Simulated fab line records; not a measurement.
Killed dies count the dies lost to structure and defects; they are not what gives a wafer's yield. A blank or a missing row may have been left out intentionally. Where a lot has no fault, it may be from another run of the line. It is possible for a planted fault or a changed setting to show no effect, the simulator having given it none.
Which of the tools did it? ; flow gf180mcu ; Sampling: 13 lots, 37 wafers, 5 of 602 route steps

## WHAT THE GAUGES READ, wafer by wafer
GF_CONTACT_THK_MEAS_01. Usual: CONTACT_CVD_00_THK gives 303 nm (standard deviation 3.4).
lot;measured;on;CONTACT_CVD_00_THK (nm);flag
L514;day 15 03:47;film_metro-03;302 301 305;
L515;day 15 08:47;film_metro-02;303 300 300;
L516;day 15 22:06;film_metro-03;300 300 303;
L517;day 16 04:12;film_metro-03;304 301 309;
L518;day 16 09:52;film_metro-04;301 303 299;
L520;day 17 03:05;film_metro-04;297 301 299;
L522;day 18 00:29;film_metro-03;304 302 300;
L523;day 18 14:11;film_metro-04;300 301 303;
L525;day 19 06:40;film_metro-04;307 301 303;
L526;day 19 15:39;film_metro-02;298 307 306;
L528;day 20 06:22;film_metro-02;155 309;OFF
L529;day 20 11:44;film_metro-02;309 157;OFF
L536;day 22 21:18;film_metro-03;300 303 305;

## WHICH TOOL RAN EACH LOT (tool, then ch and the chambers of the sampled wafers, then the start)
lot;GF_SALICIDE_SPUTTER_03;GF_SALICIDE_RTA_06;GF_SALICIDE_RTA_08;GF_CONTACT_CVD_00
L514;pvd_sputter-03, day 15 03:14;rtp_anneal-01 ch 0, day 15 03:27;rtp_anneal-02 ch 0, day 15 03:39;hdpcvd-01 ch 0,1,2, day 15 03:44
L515;pvd_sputter-03, day 15 08:11;rtp_anneal-02 ch 0, day 15 08:28;rtp_anneal-01 ch 0, day 15 08:39;hdpcvd-01 ch 0,1,2, day 15 08:44
L516;pvd_sputter-03, day 15 21:33;rtp_anneal-01 ch 0, day 15 21:46;rtp_anneal-02 ch 0, day 15 21:58;hdpcvd-01 ch 0,1, day 15 22:04
L517;pvd_sputter-02, day 16 03:39;rtp_anneal-02 ch 0, day 16 03:52;rtp_anneal-01 ch 0, day 16 04:03;hdpcvd-01 ch 0,1, day 16 04:09
L518;pvd_sputter-03, day 16 09:19;rtp_anneal-02 ch 0, day 16 09:32;rtp_anneal-01 ch 0, day 16 09:44;hdpcvd-01 ch 0,1, day 16 09:49
L520;pvd_sputter-03, day 17 02:31;rtp_anneal-01 ch 0, day 17 02:46;rtp_anneal-02 ch 0, day 17 02:58;hdpcvd-02 ch 0,1,2, day 17 03:02
L522;pvd_sputter-02, day 17 23:57;rtp_anneal-01 ch 0, day 18 00:09;rtp_anneal-02 ch 0, day 18 00:21;hdpcvd-01 ch 0,1,2, day 18 00:27
L523;pvd_sputter-03, day 18 13:38;rtp_anneal-01 ch 0, day 18 13:50;rtp_anneal-02 ch 0, day 18 14:02;hdpcvd-01 ch 0,1, day 18 14:08
L525;pvd_sputter-03, day 19 06:07;rtp_anneal-01 ch 0, day 19 06:19;rtp_anneal-02 ch 0, day 19 06:31;hdpcvd-01 ch 0,1,2, day 19 06:37
L526;pvd_sputter-04, day 19 14:55;rtp_anneal-01 ch 0, day 19 15:07;rtp_anneal-02 ch 0, day 19 15:31;hdpcvd-02 ch 0,1,2, day 19 15:37
L528;pvd_sputter-03, day 20 05:48;rtp_anneal-02 ch 0, day 20 06:01;rtp_anneal-01 ch 0, day 20 06:13;hdpcvd-01 ch 0,2, day 20 06:18
L529;pvd_sputter-04, day 20 11:05;rtp_anneal-01 ch 0, day 20 11:20;rtp_anneal-02 ch 0, day 20 11:37;hdpcvd-01 ch 1,2, day 20 11:41
L536;pvd_sputter-02, day 22 20:38;rtp_anneal-02 ch 0, day 22 20:53;rtp_anneal-01 ch 0, day 22 21:11;hdpcvd-02 ch 0,1,2, day 22 21:15
- GF_SALICIDE_SPUTTER_03: material TiN, target thk 20 nm, time 16.7 s.
- GF_SALICIDE_RTA_06: time 30 s.
- GF_SALICIDE_RTA_08: time 30 s.
- GF_CONTACT_CVD_00: deposits SiO2, target thk 300 nm, time 50 s.

## WHAT THE TOOLS THEMSELVES READ (means of the sampled wafers that have a number; where no wafer has one, the mark that the record gives instead)
GF_SALICIDE_SPUTTER_03. Usual: 30.6 % for throttle_valve_pct, sd 1.1.
lot;tool;throttle_valve_pct (%);flag
L514;pvd_sputter-03;31.3;
L515;pvd_sputter-03;31.3;
L516;pvd_sputter-03;31.7;
L517;pvd_sputter-02;30.7;
L518;pvd_sputter-03;31.8;
L520;pvd_sputter-03;30.5;
L522;pvd_sputter-02;31.5;
L523;pvd_sputter-03;31.8;
L525;pvd_sputter-03;30.1;
L526;pvd_sputter-04;29.7;
L528;pvd_sputter-03;32.1;
L529;pvd_sputter-04;30.1;
L536;pvd_sputter-02;30.0;

GF_SALICIDE_RTA_06. Usual: lamp_power_pct 6.2 %, standard deviation 0.67; wafer_temp_C_max 533.1, standard deviation 0.81.
lot;tool;lamp_power_pct (%);wafer_temp_C_max;flag
L514;rtp_anneal-01;5.6;532.4;
L515;rtp_anneal-02;7.0;533.7;
L516;rtp_anneal-01;5.6;532.4;
L517;rtp_anneal-02;7.0;534.1;
L518;rtp_anneal-02;7.0;533.9;
L520;rtp_anneal-01;5.6;532.6;
L522;rtp_anneal-01;5.6;532.8;
L523;rtp_anneal-01;5.6;532.5;
L525;rtp_anneal-01;5.6;531.9;
L526;rtp_anneal-01;5.6;533.1;
L528;rtp_anneal-02;7.0;534.2;
L529;rtp_anneal-01;5.6;532.6;
L536;rtp_anneal-02;7.0;533.2;

GF_SALICIDE_RTA_08. Usual: lamp_power_pct 18.0 %, standard deviation 1.8; wafer_temp_C_max 805.2, standard deviation 1.2.
lot;tool;lamp_power_pct (%);wafer_temp_C_max;flag
L514;rtp_anneal-02;19.4;805.7;
L515;rtp_anneal-01;15.6;804.0;
L516;rtp_anneal-02;19.4;805.5;
L517;rtp_anneal-01;15.6;804.0;
L518;rtp_anneal-01;15.6;804.1;
L520;rtp_anneal-02;19.4;805.4;
L522;rtp_anneal-02;19.4;805.6;
L523;rtp_anneal-02;19.4;806.2;
L525;rtp_anneal-02;19.4;805.5;
L526;rtp_anneal-02;19.4;806.1;
L528;rtp_anneal-01;15.6;804.6;
L529;rtp_anneal-02;19.4;804.8;
L536;rtp_anneal-01;15.6;804.6;

GF_CONTACT_CVD_00. Usual: 60.00 sccm for sih4_flow_sccm, sd 0.16.
lot;tool;sih4_flow_sccm (sccm);flag
L514;hdpcvd-01;60.08;
L515;hdpcvd-01;59.84;
L516;hdpcvd-01;60.01;
L517;hdpcvd-01;59.91;
L518;hdpcvd-01;59.98;
L520;hdpcvd-02;59.87;
L522;hdpcvd-01;59.99;
L523;hdpcvd-01;59.98;
L525;hdpcvd-01;60.05;
L526;hdpcvd-02;60.08;
L528;hdpcvd-01;45.21;OFF
L529;hdpcvd-01;44.89;OFF
L536;hdpcvd-02;59.98;

## THE ANSWER, worked out from the rows above alone
Rule: a lot counts as off when the mean over its wafers that have a number is more than 3 standard deviations away from the usual mean. Also off: a lot with no number at a reading for which 4 or more lots have one. The other lots that the step has rows for count as sound. Order of review: gauges by route order, followed by the tools' own readings, for which a lot's mean as printed above is used. At the first step where some lot is off, the reading lying furthest off is the one used; lots without a number count as furthest.
Off: at GF_CONTACT_THK_MEAS_01 (CONTACT_CVD_00_THK), L528, L529.
A tool fits if, at a process step before that reading, it ran every lot that is off, and no sound lot after the first of them. The gauges at GF_CONTACT_THK_MEAS_01 aren't tried: what is off there is off at GF_CONTACT_CVD_00 too, on other tools, and a gauge's error can't cause that. One fits: hdpcvd-01 at GF_CONTACT_CVD_00. Its last sound lot is L525 (day 19 06:37), its first lot that is off L528 (day 20 06:18): a fault that began between those two fits.
The tool's own readings at GF_CONTACT_CVD_00 bear it out: on the lots that are off they differ by more than 5 times the standard deviation of the sound lots' means. sih4_flow_sccm reads 45.05 sccm there against 59.98 sccm on the sound lots.

## WHAT HAD BEEN PUT IN BY THE SIMULATOR
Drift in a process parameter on hdpcvd-01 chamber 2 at GF_CONTACT_CVD_00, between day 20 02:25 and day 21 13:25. A move of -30 in setting sih4_flow_sccm, from 60. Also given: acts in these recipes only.
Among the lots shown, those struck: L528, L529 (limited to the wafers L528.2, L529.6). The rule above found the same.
